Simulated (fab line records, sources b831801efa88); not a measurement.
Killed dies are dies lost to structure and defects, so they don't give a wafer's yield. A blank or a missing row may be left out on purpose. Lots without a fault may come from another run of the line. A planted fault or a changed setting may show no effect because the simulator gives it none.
Chamber matching | flow sky130 | SKY_CONTACT_ETCH_17 on rie_diel-04: 4 sister chambers
The step etches SiO2 in C4F8/O2/Ar, stops on Si3N4, target depth 340 nm. 8 wafers are shown with their chamber, then 6 later ones without.

WAFERS WITH THEIR CHAMBER
wafer  | chamber | oes_product_au (a.u.)
L598.1 | 2       | 0.896
L598.6 | 3       | 0.891
L599.2 | 3       | 0.898
L599.6 | 2       | 0.896
L605.5 | 1       | 0.878
L605.6 | 0       | 0.894
L613.1 | 1       | 0.895
L613.5 | 0       | 0.888

WAFERS WITHOUT THEIR CHAMBER
wafer  | oes_product_au (a.u.)
L615.1 | 0.895
L615.3 | 0.898
L615.4 | 0.889
L618.1 | 0.899
L618.2 | 0.886
L618.6 | 0.890

WHICH CHAMBER EACH WENT THROUGH
wafer  | from the rows above               | in truth
L615.1 | can't be placed: 3 or 2 or 0 or 1 | 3
L615.3 | can't be placed: 2 or 3 or 0 or 1 | 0
L615.4 | can't be placed: 0 or 1 or 3 or 2 | 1
L618.1 | can't be placed: 2 or 3 or 0 or 1 | 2
L618.2 | can't be placed: 1 or 0 or 3 or 2 | 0
L618.6 | can't be placed: 0 or 1 or 3 or 2 | 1
Placed correctly: 0 of 6. Can't be placed from these rows: 6 (the true chamber is among the candidates in 6). Placed wrongly: 0.
How it was worked out, from the rows above alone: a wafer's distance from a chamber is the root of the sum, over the readings, of the square of ((its reading less the chamber's mean) divided by the reading's scatter). The wafer belongs to the nearest chamber; if the next one is less than 2 further off, it can't be placed. A chamber's mean is the mean of its shown wafers. The scatter: the root of (the sum of the squares of (reading less its chamber's mean) over the shown wafers, divided by (wafers less chambers)).
